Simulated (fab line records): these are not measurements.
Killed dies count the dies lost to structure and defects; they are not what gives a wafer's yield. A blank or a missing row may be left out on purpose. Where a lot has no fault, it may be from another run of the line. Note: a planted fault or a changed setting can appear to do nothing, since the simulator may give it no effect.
Which tool did it? || flow sky130 || at 1 step of a route of 708, 12 lots with 36 wafers sampled

== WHAT THE GAUGES SHOWED, per wafer ==
SKY_VIA4_THK_MEAS_01.
{"lot": "L457", "measured": "day 41 09:23", "on": "film-metro-04", "VIA4_HDPCVD_THK (nm)": "1755 1767 1776"}
{"lot": "L458", "measured": "day 41 16:23", "on": "film-metro-03", "VIA4_HDPCVD_THK (nm)": "1743 1743 1765"}
{"lot": "L463", "measured": "day 43 17:23", "on": "film-metro-04", "VIA4_HDPCVD_THK (nm)": "1758 1766 1767"}
{"lot": "L464", "measured": "day 43 18:56", "on": "film-metro-01", "VIA4_HDPCVD_THK (nm)": "1766 1742 1758"}
{"lot": "L467", "measured": "day 44 14:02", "on": "film-metro-04", "VIA4_HDPCVD_THK (nm)": "1769 1754 1753"}
{"lot": "L468", "measured": "day 45 00:29", "on": "film-metro-03", "VIA4_HDPCVD_THK (nm)": "1773 1789 1778"}
{"lot": "L473", "measured": "day 45 20:13", "on": "film-metro-03", "VIA4_HDPCVD_THK (nm)": "1759 1781 1785"}
{"lot": "L475", "measured": "day 46 06:54", "on": "film-metro-04", "VIA4_HDPCVD_THK (nm)": "1761 1765 1746"}
{"lot": "L476", "measured": "day 47 01:53", "on": "film-metro-01", "VIA4_HDPCVD_THK (nm)": "1718 1740 1769"}
{"lot": "L478", "measured": "day 47 15:19", "on": "film-metro-03", "VIA4_HDPCVD_THK (nm)": "1788 1779 1794"}
{"lot": "L480", "measured": "day 47 19:25", "on": "film-metro-03", "VIA4_HDPCVD_THK (nm)": "1763 1760 1765"}
{"lot": "L479", "measured": "day 47 19:56", "on": "film-metro-04", "VIA4_HDPCVD_THK (nm)": "1745 1759 1776"}

== WHICH TOOL RAN EACH LOT (tool, then ch and the chambers of the sampled wafers, then the start) ==
Record: no process step prior to these readings.

== WHAT THE TOOLS THEMSELVES READ (means of the sampled wafers that have a number; where no wafer has one, the mark that the record gives instead) ==
The record holds no such reading with a usual standard deviation.

== THE ANSWER, worked out from the rows above alone ==
Rule: usual is defined by the lots themselves. The widest of any qualifying gaps counts: lots, ordered by their means at a reading, are off when they make up no more than a third of the lots, leave a main group of 4 or more, and stand apart from it by 3 or more times the standard deviation of that group's means. If all means in a main group match to the digits the tables above print for the reading, that group is not used. Also off: a lot with no number at a reading for which 4 or more lots have one. The other lots that the step has rows for count as sound. The gauges are gone through in route order, then the tools' own readings, and for those a lot's mean is taken as printed above. At the first step where some lot is off, the reading lying furthest off is the one used; lots without a number count as furthest.
Across all readings shown, no lot is off: no conclusion can be drawn from this.

== WHAT THE SIMULATOR HAD PUT IN ==
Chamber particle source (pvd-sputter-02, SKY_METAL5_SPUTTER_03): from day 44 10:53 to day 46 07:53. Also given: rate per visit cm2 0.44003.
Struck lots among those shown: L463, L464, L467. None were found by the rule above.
